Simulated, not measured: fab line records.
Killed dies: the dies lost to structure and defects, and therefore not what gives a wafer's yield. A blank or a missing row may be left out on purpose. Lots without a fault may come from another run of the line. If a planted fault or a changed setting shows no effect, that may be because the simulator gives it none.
Problem report in the 8D (eight disciplines) form, filled by code	flow sky130	the parts of the form that need people (team, actions taken, sign-off) are left out

== 1. THE PROBLEM ==
Wafers free of any fault read 1752 nm (standard deviation 17) for VIA4_HDPCVD_THK at SKY_VIA4_THK_MEAS_01, against a mean of 1206 nm on 3 wafers of 3 lots. That is -32 standard deviations from the usual mean.
First seen on wafer L944.4, day 45 01:01, on film-metro-01. At this step, 39 wafers from 13 lots have a number in the record. The rule behind "out" and "out of limits": a value lying over 4 standard deviations away from the usual mean. All remaining wafers that have a number are taken as sound.

== 2. WHAT IT IS, AND WHAT IT ISN'T ==
question	is	is not
which readings at this step	VIA4_HDPCVD_THK	-
which lots	L944, L945, L946	L933, L934, L936, L937, L938, L939, L950, L951, L952, L954
which wafers of those lots	L944.4, L945.4, L946.3	L944.2, L944.5, L945.2, L945.5, L946.2, L946.5
read on which gauges	film-metro-01, film-metro-04	film-metro-02
when	from day 45 01:01	up to then (20 sound wafers); but 16 sound wafers of L945, L946, L950, L951, L952, L954 came after

== 3. THE SUSPECTS, EACH WITH WHAT RULES IT OUT ==
Counting: if a tool at a process step up to the reading ran every lot that is out, it stays a suspect. Sound lots after the first of them don't rule it out here, since some wafers of a struck lot are sound.
- the gauge at SKY_VIA4_THK_MEAS_01 has been ruled out. 2 gauges (film-metro-01, film-metro-04) read the wafers that are out.
- hdpcvd-02 at SKY_VIA4_HDPCVD_00 (deposits SiO2, target thk 1750 nm, time 291.7 s): kept. Every lot that is out went through it, the first being L944 (day 45 00:50); the last sound lot it ran before that was L939 (day 43 18:51).
Remaining after the count: hdpcvd-02 at SKY_VIA4_HDPCVD_00.

== 4. THE CAUSE (what the simulator had put in) ==
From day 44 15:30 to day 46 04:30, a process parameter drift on hdpcvd-02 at SKY_VIA4_HDPCVD_00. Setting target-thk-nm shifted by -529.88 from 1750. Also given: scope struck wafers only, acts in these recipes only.
This tool alone remained once counting was done.

== 5. SEQUENCE OF EFFECTS, ordered by route ==
Each row: a reading whose mean over the struck wafers that have a number lies more than 3 standard deviations from the usual. Readings are gone through only where the record gives a usual standard deviation; hours: the median, over the lots, of the time from a lot's start at the first step in this table giving one to that lot's start at this step; sigmas: the change measured in usual standard deviations.
hours	step	reading	usual	on struck wafers	change	sigmas
0	SKY_VIA4_THK_MEAS_01	VIA4_HDPCVD_THK	1752 nm	1206	-546	-32
At these later measuring or inspecting steps, every struck wafer for which the step has a row has a number for every such reading, and none has moved that far: SKY_VIA4_BOW_MEAS_03.

== 6. WHAT WOULD HAVE CAUGHT IT SOONER ==
10 hours passed between the start of the fault at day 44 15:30 and the first reading out of limits at a measuring or inspecting step in this record, taken at day 45 01:01.
Among the 3 lots that are out, L945, L946 began SKY_VIA4_HDPCVD_00 on hdpcvd-02 after day 45 01:01. A hold on the tool at that time would have spared those 2.
